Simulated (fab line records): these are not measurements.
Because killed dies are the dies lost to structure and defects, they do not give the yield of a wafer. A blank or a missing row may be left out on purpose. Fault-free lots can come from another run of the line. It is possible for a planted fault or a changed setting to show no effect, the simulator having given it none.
2 desks, one fault ; flow gf180mcu ; each desk holds nothing but its own numbers, with what lay behind them at the end

DESK OF THE TOOL OWNER: wet bench-03
The tool's own readings at GF_STI_WET_ETCH_26 (etches SiO2 in dHF, target depth 94 nm, time 188 s): means of the sampled wafers that have a number, for each lot that ran on this tool. The brackets show how far a lot's mean lies from the usual mean; more than 4 standard deviations puts the lot out of limits, marked OUT.
Columns: A = bath heat duty pct at GF_STI_WET_ETCH_26, usual 6.3 %; B = run length s at GF_STI_WET_ETCH_26, usual 217 s
lot;first seen here;A;B
L609;day 2 15:10;6.4;215
L612;day 3 06:07;6.4;46 (-43) OUT
L615;day 3 20:34;6.1;54 (-41) OUT
L630;day 7 02:07;6.2;223
This desk's verdict: out of limits on L612, L615, starting with L612 at day 3 06:07 (run length s at GF_STI_WET_ETCH_26). Within limits: L609, L630.

THE METROLOGY DESK
What the gauges read, lot by lot, whatever tool the lot ran on: means of the sampled wafers that have a number. The brackets show how far a lot's mean lies from the usual mean; more than 4 standard deviations puts the lot out of limits, marked OUT.
Columns: A = cd nm at GF_M4_CD_MEAS_14, usual 279.9 nm
lot;first seen here;A
L607;day 23 03:46;279.1
L608;day 23 11:25;279.5
L609;day 23 20:01;279.7
L612;day 25 00:37;279.6
L615;day 26 04:46;281.5
L620;day 27 23:51;280.4
L621;day 28 03:03;279.7
L624;day 29 10:10;279.7
L626;day 29 11:29;280.9
L628;day 30 00:35;280.2
L629;day 30 05:11;280.5
L630;day 30 12:44;280.7
Finding of this desk: none of the 12 lots has anything out of limits.

ALL TOGETHER
An alarm could have come from the tool owner's desk at day 3 06:07, on L612, L615.
Metrology desk: nothing out of limits seen.
The metrology desk has L612, L615 on record, within its limits.
Of the lots named, all ran GF_STI_WET_ETCH_26 on wet bench-03.

WHAT THE SIMULATOR HAD INSERTED
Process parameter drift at GF_STI_WET_ETCH_26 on wet bench-03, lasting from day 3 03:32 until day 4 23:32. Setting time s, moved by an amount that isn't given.
Struck lots among those shown: L612, L615.
Hours from the fault's start to each desk's first reading out of limits: the tool owner's desk, 3.
